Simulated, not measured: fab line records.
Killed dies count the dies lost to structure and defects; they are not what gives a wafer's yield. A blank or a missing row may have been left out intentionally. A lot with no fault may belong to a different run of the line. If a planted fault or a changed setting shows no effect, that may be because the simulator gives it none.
Check of tool commonality	flow sky130	12 lots, 36 wafers sampled

== WHY THIS WAS OPENED ==
At SKY_SONOS_TUNNEL_TW_MEAS_12 the reading SONOS_TUNNEL_TW is flagged on 2 of 12 lots. No-fault wafers: 196.6, standard deviation 1.3.
Rule: flag the lot when none of its wafers has a number, or when each of its wafers that has one lies beyond 4 standard deviations from that mean. As for the other lots, they are considered sound.

lot	measured	on	SONOS_TUNNEL_TW, wafer by wafer	flag
L845	day 11 14:26	film metro-02	196.6 196.4 197.2	
L846	day 11 18:55	film metro-02	196.0 195.3 194.9	
L847	day 12 04:05	film metro-02	195.3 194.6 194.9	
L850	day 13 04:11	film metro-04	196.3 197.1 196.1	
L852	day 13 19:05	film metro-02	195.0 195.6 196.0	
L859	day 15 22:25	film metro-02	137.1 136.8 137.4	FLAGGED
L860	day 16 03:47	film metro-02	137.4 136.6 137.3	FLAGGED
L861	day 16 10:05	film metro-02	195.4 194.3 194.2	
L862	day 16 16:22	film metro-04	195.7 196.9 198.2	
L863	day 17 02:30	film metro-04	198.3 197.7 197.4	
L864	day 17 10:22	film metro-02	195.1 196.2 195.4	
L867	day 18 10:59	film metro-01	198.0 198.3 197.6	
The mean of the flagged lots' numbers is 137.1, -59.5 from the usual (-46 standard deviations).

== EACH LOT AND THE TOOL IT RAN ON ==
2 process steps preceding the reading are held in the record, out of 708 steps in the route. In each cell: the tool, then ch and the chambers that the sampled wafers went through, then the start.
lot	flag	SKY_FIELD_ISO_STRIP_16	SKY_SONOS_TUNNEL_IMPLANT_09
L845		plasma asher-01 ch 0,1, day 2 07:08	implanter-03 ch 0, day 11 13:56
L846		plasma asher-04 ch 1, day 2 09:19	implanter-04 ch 0, day 11 18:27
L847		plasma asher-01 ch 0,1, day 2 15:32	implanter-02 ch 0, day 12 03:40
L850		plasma asher-04 ch 0,1, day 3 09:15	implanter-03 ch 0, day 13 03:46
L852		plasma asher-04 ch 0,1, day 3 19:32	implanter-04 ch 0, day 13 18:41
L859	FLAGGED	plasma asher-03 ch 0,1, day 5 07:35	implanter-04 ch 0, day 15 21:59
L860	FLAGGED	plasma asher-03 ch 0,1, day 5 11:59	implanter-04 ch 0, day 16 03:23
L861		plasma asher-04 ch 0,1, day 5 16:32	implanter-03 ch 0, day 16 09:38
L862		plasma asher-04 ch 0,1, day 5 20:30	implanter-03 ch 0, day 16 15:50
L863		plasma asher-04 ch 0,1, day 6 02:28	implanter-02 ch 0, day 17 02:05
L864		plasma asher-04 ch 0,1, day 6 07:30	implanter-02 ch 0, day 17 09:56
L867		plasma asher-03 ch 0,1, day 7 00:09	implanter-03 ch 0, day 18 10:34
What the steps here do:
- SKY_FIELD_ISO_STRIP_16: strips in O2/N2.
- SKY_SONOS_TUNNEL_IMPLANT_09
- SKY_SONOS_TUNNEL_TW_MEAS_12

== FLAGGED OVER TOTAL, TOOL BY TOOL (the gauges that took the reading come last) ==
step	tool	lots run	flagged	share of the flagged lots	sound lots run after its first flagged lot
SKY_FIELD_ISO_STRIP_16	plasma asher-01	2	0	none	-
SKY_FIELD_ISO_STRIP_16	plasma asher-03	3	2	all	1 (L867)
SKY_FIELD_ISO_STRIP_16	plasma asher-04	7	0	none	-
SKY_SONOS_TUNNEL_IMPLANT_09	implanter-02	3	0	none	-
SKY_SONOS_TUNNEL_IMPLANT_09	implanter-03	5	0	none	-
SKY_SONOS_TUNNEL_IMPLANT_09	implanter-04	4	2	all	0
SKY_SONOS_TUNNEL_TW_MEAS_12	film metro-01	1	0	none	-
SKY_SONOS_TUNNEL_TW_MEAS_12	film metro-02	8	2	all	2 (L861,L864)
SKY_SONOS_TUNNEL_TW_MEAS_12	film metro-04	3	0	none	-

== WHAT THE TABLE PERMITS ==
Rows of the table that ran every flagged lot, 3 in all: plasma asher-03 at SKY_FIELD_ISO_STRIP_16, implanter-04 at SKY_SONOS_TUNNEL_IMPLANT_09, film metro-02 at SKY_SONOS_TUNNEL_TW_MEAS_12.
- plasma asher-03 at SKY_FIELD_ISO_STRIP_16: 2 of its 3 lots flagged. After the first flagged lot (L867), sound lots still ran on it; a lasting fault on the whole tool would not permit that.
- implanter-04 at SKY_SONOS_TUNNEL_IMPLANT_09: 2 of its 4 lots flagged. Its last sound lot is L852 (day 13 18:41), its first flagged lot L859 (day 15 21:59): a fault that began between those two fits. Its own readings (dose ions cm2, faraday current uA) fall more than 4 standard deviations out on all wafers of the flagged lots.
- film metro-02 at SKY_SONOS_TUNNEL_TW_MEAS_12: 2 of its 8 lots flagged. After the first flagged lot (L861, L864), sound lots still ran on it; a lasting fault on the whole tool would not permit that.
Just one tool remains: implanter-04 at SKY_SONOS_TUNNEL_IMPLANT_09.

== WHAT THE SIMULATOR HAD INSERTED ==
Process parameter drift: implanter-04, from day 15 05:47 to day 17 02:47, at SKY_SONOS_TUNNEL_IMPLANT_09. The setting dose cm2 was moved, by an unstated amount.
Shown lots that were struck: L859, L860. The same result came from the rule above.
